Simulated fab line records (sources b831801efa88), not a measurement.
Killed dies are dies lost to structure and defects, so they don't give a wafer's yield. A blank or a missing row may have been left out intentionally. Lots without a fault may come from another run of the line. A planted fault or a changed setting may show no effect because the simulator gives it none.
Problem report in the 8D (eight disciplines) form, filled by code + flow sky130 + the parts of the form that need people (team, actions taken, sign-off) are left out

1. THE ISSUE
On 2 wafers of 1 lot, overpolish-run-s at SKY_VIA1_CMP_24 has a mean of 0.046 s; fault-free wafers read 15.002 s, standard deviation 0.009. So: -99 or more standard deviations from the usual mean.
The step: polishes, stops on SiO2, t overpolish 15 s, target thk 0 nm.
First observed at day 40 07:38: wafer L666.2, on cmp-01. At this step, 36 wafers from 12 lots have a number in the record. Rule for "out", or "out of limits": more than 4 standard deviations from the usual mean. Any other wafer with a number is counted as sound.

2. WHAT IT IS, WHAT IT ISN'T
| question                    | is                                   | is not                                                           |
|-----------------------------|--------------------------------------|------------------------------------------------------------------|
| which readings at this step | overpolish-run-s, time-to-endpoint-s | edge-zone-pressure-frac, motor-current-A                         |
| which lots                  | L666                                 | L648, L649, L650, L651, L652, L653, L654, L657, L660, L661, L663 |
| which wafers of those lots  | L666.2, L666.6                       | L666.4                                                           |
| read on which tools         | cmp-01                               | cmp-02                                                           |
| when                        | from day 40 07:38                    | up to then (34 sound wafers)                                     |

3. THE SUSPECTS, EACH WITH WHAT RULES IT OUT
Counting: any tool at a process step up to the reading remains a suspect provided it ran every lot that is out. Sound lots after the first of them don't rule it out here, since some wafers of a struck lot are sound.
- rie-metal-01 at SKY_METAL1_DESCUM_17 (chemistry O2, time 8 s): kept. L666, the lot that is out, went through it at day 39 03:26; up to then, the latest sound lot through it was L661 at day 37 17:37.
- cmp-01 at SKY_VIA1_CMP_24 (polishes, stops on SiO2, t overpolish 15 s, target thk 0 nm): kept. L666, the lot that is out, went through it at day 40 07:38; up to then, the latest sound lot through it was L663 at day 39 13:25. Its own readings are out on those wafers: overpolish-run-s, time-to-endpoint-s.
- The sound lot-mates ran in chamber 1 of rie-metal-01 at SKY_METAL1_DESCUM_17, but the wafers that are out ran in chamber 0.
- The sound lot-mates ran in chamber 1 of cmp-01 at SKY_VIA1_CMP_24, but the wafers that are out ran in chamber 0.
Remaining after the count are rie-metal-01 at SKY_METAL1_DESCUM_17 and cmp-01 at SKY_VIA1_CMP_24.

4. THE CAUSE (what the simulator had put in)
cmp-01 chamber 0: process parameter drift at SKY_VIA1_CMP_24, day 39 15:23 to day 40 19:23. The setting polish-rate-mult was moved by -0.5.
This tool is one of the 2 suspects left after counting.

5. THE EFFECT CHAIN, in route order
Rows list readings where the struck wafers' mean (over those with a number) sits beyond 3 standard deviations from the usual. Readings are gone through only where the record gives a usual standard deviation; hours: the median, over the lots, of the time from a lot's start at the first step in this table giving one to that lot's start at this step; sigmas: the change measured in usual standard deviations.
| hours | step                  | reading              | usual    | on struck wafers | change  | sigmas      |
|-------|-----------------------|----------------------|----------|------------------|---------|-------------|
| 0     | SKY_VIA1_CMP_24       | overpolish-run-s     | 15.002 s | 0.046            | -14.956 | -99 or more |
| 0     | SKY_VIA1_CMP_24       | time-to-endpoint-s   | 66 s     | 104              | +38     | +12         |
| 246   | SKY_PAD_OPEN_PROBE_99 | defect-limited-yield | 82.6 %   | 0.0              | -82.6   | -49         |
| 246   | SKY_PAD_OPEN_PROBE_99 | killed_at_M0_to_M3   | 43       | 448              | +404    | +62         |
| 246   | SKY_PAD_OPEN_PROBE_99 | killed-dies          | 85       | 492              | +407    | +48         |
| 246   | SKY_PAD_OPEN_PROBE_99 | killed-on-rim        | 16       | 96               | +80     | +24         |
| 246   | SKY_PAD_OPEN_PROBE_99 | sort_bin_3_pad_short | 0.9 %    | 82.7             | +81.8   | +99 or more |
| 246   | SKY_PAD_OPEN_PROBE_99 | sort-n-pass          | 407      | 0                | -407    | -48         |
| 246   | SKY_PAD_OPEN_PROBE_99 | sort-yield-pct       | 82.6 %   | 0.0              | -82.6   | -49         |
It contains these process steps:
- SKY_VIA1_CMP_24: polishes, stops on SiO2, t overpolish 15 s, target thk 0 nm.
- SKY_PAD_OPEN_PROBE_99

6. HOW IT WOULD HAVE BEEN CAUGHT EARLIER
First out-of-limits reading in this record: day 40 07:38, which is 16 hours after fault onset at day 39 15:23.
